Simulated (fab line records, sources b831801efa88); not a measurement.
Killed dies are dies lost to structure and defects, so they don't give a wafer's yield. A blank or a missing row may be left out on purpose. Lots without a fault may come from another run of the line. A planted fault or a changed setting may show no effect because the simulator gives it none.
Which tool did it? | flow gf180mcu | 7 lots, 20 wafers sampled, at 2 steps of a route of 602

WHAT THE GAUGES READ, wafer by wafer
GF_MVSD_OVL_MEAS_07.
lot  | measured     | on         | MVSD_OVL (nm)
L596 | day 4 15:34  | overlay-02 | 0.2 -1.6 2.6
L598 | day 5 02:47  | overlay-02 | -2.2 -0.1 -0.8
L599 | day 5 18:40  | overlay-02 | 2.0 2.5 2.5
L601 | day 6 09:52  | overlay-02 | 0.3 2.7 1.2
L609 | day 7 22:29  | overlay-01 | - -
L615 | day 9 06:12  | overlay-02 | -2.0 -1.7 -1.1
L618 | day 10 02:57 | overlay-01 | 1.2 0.0 0.8

WHICH TOOL RAN EACH LOT (tool, then ch and the chambers of the sampled wafers, then the start)
lot  | GF_MVSD_DEVELOP_06
L596 | litho_track-03 ch 0, day 4 15:00
L598 | litho_track-03 ch 0, day 5 02:00
L599 | litho_track-01 ch 0, day 5 18:00
L601 | litho_track-01 ch 0, day 6 09:00
L609 | litho_track-04 ch 0, day 7 22:00
L615 | litho_track-01 ch 0, day 9 06:00
L618 | litho_track-01 ch 0, day 10 02:00
- GF_MVSD_DEVELOP_06: develop time 60 s.

THE ANSWER, worked out from the rows above alone
Rule: what is usual is taken from the lots themselves. Put in order of their means at a reading, lots are off if they are a third of the lots or fewer, leave a main group of 4 or more, and stand apart from it by a gap of 3 or more times the standard deviation of the main group's means; of several such gaps the widest counts. A main group whose means are all the same, to the digits that the tables above print for the reading, isn't used. A lot without any number at a reading at which 4 lots or more have one is off too. The other lots that the step has rows for count as sound.
Off: L609, at GF_MVSD_OVL_MEAS_07 (MVSD_OVL). Without a number there: L609. The main group: mean 0.4 nm, standard deviation 1.3.
A tool fits if, at a process step before that reading, it ran every lot that is off, and no sound lot after the first of them. The gauges at GF_MVSD_OVL_MEAS_07 are tried like those tools. One fits: litho_track-04 at GF_MVSD_DEVELOP_06. It ran no sound lot before its first lot that is off in this sample, so the start can't be narrowed down.

WHAT THE SIMULATOR HAD PUT IN
Process parameter drift: litho_track-04, from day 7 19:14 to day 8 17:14, at GF_MVSD_DEVELOP_06. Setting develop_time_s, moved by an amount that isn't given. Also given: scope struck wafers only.
Lots struck among those shown: L609. The rule above found the same.
